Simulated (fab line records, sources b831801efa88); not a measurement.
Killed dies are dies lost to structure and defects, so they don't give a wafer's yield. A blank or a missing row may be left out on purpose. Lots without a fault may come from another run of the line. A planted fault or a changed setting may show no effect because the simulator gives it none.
Tool commonality check | flow gf180mcu | 12 lots, 39 wafers sampled

WHY IT WAS OPENED
At GF_MVPSD_TW_MEAS_11 the reading MVPSD_TW is flagged on 1 of 12 lots. Wafers without a fault read 555, standard deviation 3.6.
Rule: a lot is flagged when every wafer of it that has a number lies more than 4 standard deviations from that mean, or none has a number. The other lots count as sound.

lot  | measured     | on            | MVPSD_TW, wafer by wafer | flag
L141 | day 5 20:05  | film_metro-02 | 554 555 552              |
L142 | day 6 05:03  | film_metro-04 | 556 559 558              |
L144 | day 6 15:23  | film_metro-02 | 552 553 553              |
L145 | day 6 20:36  | film_metro-04 | 560 557 555              |
L146 | day 7 03:28  | film_metro-04 | 559 559 562              |
L147 | day 7 08:52  | film_metro-02 | 555 552 553              |
L152 | day 8 13:38  | film_metro-02 | 30 30 30 30 30 30        | FLAGGED
L154 | day 9 01:46  | film_metro-03 | 549 550 551              |
L156 | day 9 13:56  | film_metro-02 | 552 555 559              |
L157 | day 9 21:29  | film_metro-04 | 556 556 559              |
L158 | day 10 04:30 | film_metro-02 | 551 555 554              |
L159 | day 10 11:44 | film_metro-02 | 556 555 555              |
The numbers of the flagged lots are 30 on average: -525 against the usual, or -99 or more standard deviations.

WHICH TOOL RAN EACH LOT
The record holds 1 process step before the reading, out of a route of 602 steps. In each cell: the tool, then ch and the chambers that the sampled wafers went through, then the start.
lot  | flag    | GF_MVPSD_EXPOSE_04
L141 |         | iline_stepper-02 ch 0, day 5 12:28
L142 |         | iline_stepper-02 ch 0, day 5 21:30
L144 |         | iline_stepper-02 ch 0, day 6 07:21
L145 |         | iline_stepper-01 ch 0, day 6 13:28
L146 |         | iline_stepper-02 ch 0, day 6 19:40
L147 |         | iline_stepper-01 ch 0, day 7 01:35
L152 | FLAGGED | iline_stepper-02 ch 0, day 8 05:00
L154 |         | iline_stepper-02 ch 0, day 8 17:01
L156 |         | iline_stepper-02 ch 0, day 9 04:50
L157 |         | iline_stepper-02 ch 0, day 9 12:06
L158 |         | iline_stepper-01 ch 0, day 9 18:59
L159 |         | iline_stepper-02 ch 0, day 10 02:08
What these steps do:
- GF_MVPSD_EXPOSE_04: exposes mask MVPSD, target cd 1000 nm.
- GF_MVPSD_TW_MEAS_11

FLAGGED OVER TOTAL, TOOL BY TOOL (the gauges that took the reading come last)
step                | tool             | lots run | flagged | share of the flagged lots | sound lots run after its first flagged lot
GF_MVPSD_EXPOSE_04  | iline_stepper-01 | 3        | 0       | none                      | -
GF_MVPSD_EXPOSE_04  | iline_stepper-02 | 9        | 1       | all                       | 4 (L154,L156,L157,L159)
GF_MVPSD_TW_MEAS_11 | film_metro-02    | 7        | 1       | all                       | 3 (L156,L158,L159)
GF_MVPSD_TW_MEAS_11 | film_metro-03    | 1        | 0       | none                      | -
GF_MVPSD_TW_MEAS_11 | film_metro-04    | 4        | 0       | none                      | -

WHAT THE TABLE ALLOWS
2 rows of the table ran every flagged lot: iline_stepper-02 at GF_MVPSD_EXPOSE_04, film_metro-02 at GF_MVPSD_TW_MEAS_11.
- iline_stepper-02 at GF_MVPSD_EXPOSE_04: 1 of its 9 lots flagged. Sound lots ran on it after the first flagged one (L154, L156, L157, L159), which a lasting fault on the whole tool wouldn't allow.
- film_metro-02 at GF_MVPSD_TW_MEAS_11: 1 of its 7 lots flagged. Sound lots ran on it after the first flagged one (L156, L158, L159), which a lasting fault on the whole tool wouldn't allow.
No row of the table ran every flagged lot and no sound lot after the first.

WHAT THE SIMULATOR HAD PUT IN
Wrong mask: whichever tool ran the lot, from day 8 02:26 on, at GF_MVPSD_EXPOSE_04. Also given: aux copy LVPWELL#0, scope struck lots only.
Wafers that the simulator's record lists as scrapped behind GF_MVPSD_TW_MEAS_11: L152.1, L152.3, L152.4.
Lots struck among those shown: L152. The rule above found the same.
